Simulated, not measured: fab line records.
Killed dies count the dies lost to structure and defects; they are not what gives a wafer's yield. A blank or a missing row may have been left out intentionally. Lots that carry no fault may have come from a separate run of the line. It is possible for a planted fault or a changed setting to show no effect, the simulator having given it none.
Struck lot and sound lot, side by side	flow sky130	20 steps out of a route of 708
Sound: wafers L971.2, L971.3, L971.5. Struck: wafers L981.2, L981.3, L981.5. Last of all comes the cause.
At each step with rows: each side's tool, then ch and its chambers, then its first start. Under that, the readings that differ: sound wafers	struck wafers	difference of the means	sigmas: that difference in standard deviations of wafers without a fault.
alike: words and numbers the same on both sides, and readings whose means are apart by under 2 such deviations; not compared: readings that were withheld, readings missing a value for some wafer, numbers with overlapping values and no deviation given by the record, and bounds like >300 which may hide the same value.
The two part at a step that has a row with sigmas, a row that says differs or no value, or rows on one side only. Numbers that have no deviation but don't overlap get no sigmas and don't part them. A reading missing from all wafers of one side parts the sides only when that side holds two or more wafers.

SKY_POLY_GATE_CD_MEAS_22:
  struck on cd sem-01, day 23 11:28; sound on cd sem-02, day 19 23:22
  alike: cd nm
then, 7 steps without rows for these wafers: SKY_LDD_N_DEHYDRATE_00 (time 60 s); SKY_LDD_N_HMDS_01 (prime time 60 s); SKY_LDD_N_COAT_02 (resist thk 300 nm); SKY_LDD_N_SOFTBAKE_03 (time 60 s); SKY_LDD_N_EXPOSE_04 (exposes mask NTM, target cd 840 nm); SKY_LDD_N_PEB_05; SKY_LDD_N_DEVELOP_06 (develop time 60 s).
SKY_LDD_N_OVL_MEAS_07:
  struck on overlay-02, day 24 16:58; sound on overlay-02, day 21 05:46
  alike: LDD_N_OVL
then, 3 steps without rows for these wafers: SKY_LDD_N_IMPLANT_08; SKY_LDD_N_IMPLANT_09; SKY_LDD_N_IMPLANT_10.
SKY_LDD_N_IMPLANT_11:
  sound on implanter-04 ch 0, day 21 06:16; struck on implanter-04 ch 0, day 24 17:29
reading	sound	struck	difference	sigmas
dose ions cm2	7.51e+13 7.498e+13 7.507e+13	6.382e+13 6.377e+13 6.374e+13	-1.127e+13	-99 or more
faraday current uA	436 416 416	359 349 368	-64	-7
then, 4 steps without rows for these wafers: SKY_LDD_N_IMPLANT_12; SKY_LDD_N_IMPLANT_13; SKY_LDD_N_IMPLANT_14; SKY_LDD_N_IMPLANT_15.
SKY_LDD_N_STRIP_16: strips in O2/N2.
  sound on plasma asher-02 ch 0,1, day 21 06:59; struck on plasma asher-02 ch 0,1, day 24 18:12
  alike: drypump motor current A, oes product au, strip time to endpoint s
  not compared: rf hours counter h
SKY_LDD_N_TW_MEAS_17:
  struck on film metro-02, day 24 18:19; sound on film metro-03, day 21 07:06
  alike: LDD_N_TW
-- a jump in the record: the struck wafers' starts before and after are 25 days apart (it breaks off in module LDD_N and resumes in module PAD_OPEN, where the first step shown is number 708 of the route) --
SKY_PAD_OPEN_PROBE_99:
  struck on prober-02, day 50 04:50; sound on prober-02, day 47 23:35
reading	sound	struck	difference	sigmas
model.etest.tip n.rs ohm sq	439.3 440.6 439.2	456.6 458.4 460.9	+18.9	
  alike: killed_at_M0_to_M3, killed_at_M4_up, killed at contacts, killed at front end, killed at other, killed dies, killed on rim, killed open, killed short

== WHERE THEY PART ==
Only at SKY_LDD_N_IMPLANT_11, within this record. Later steps at which nothing parts them and some readings are alike: SKY_LDD_N_STRIP_16, SKY_LDD_N_TW_MEAS_17, SKY_PAD_OPEN_PROBE_99.

WHY: the cause the simulator had injected
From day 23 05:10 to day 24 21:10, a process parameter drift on implanter-04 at SKY_LDD_N_IMPLANT_11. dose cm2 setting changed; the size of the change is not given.
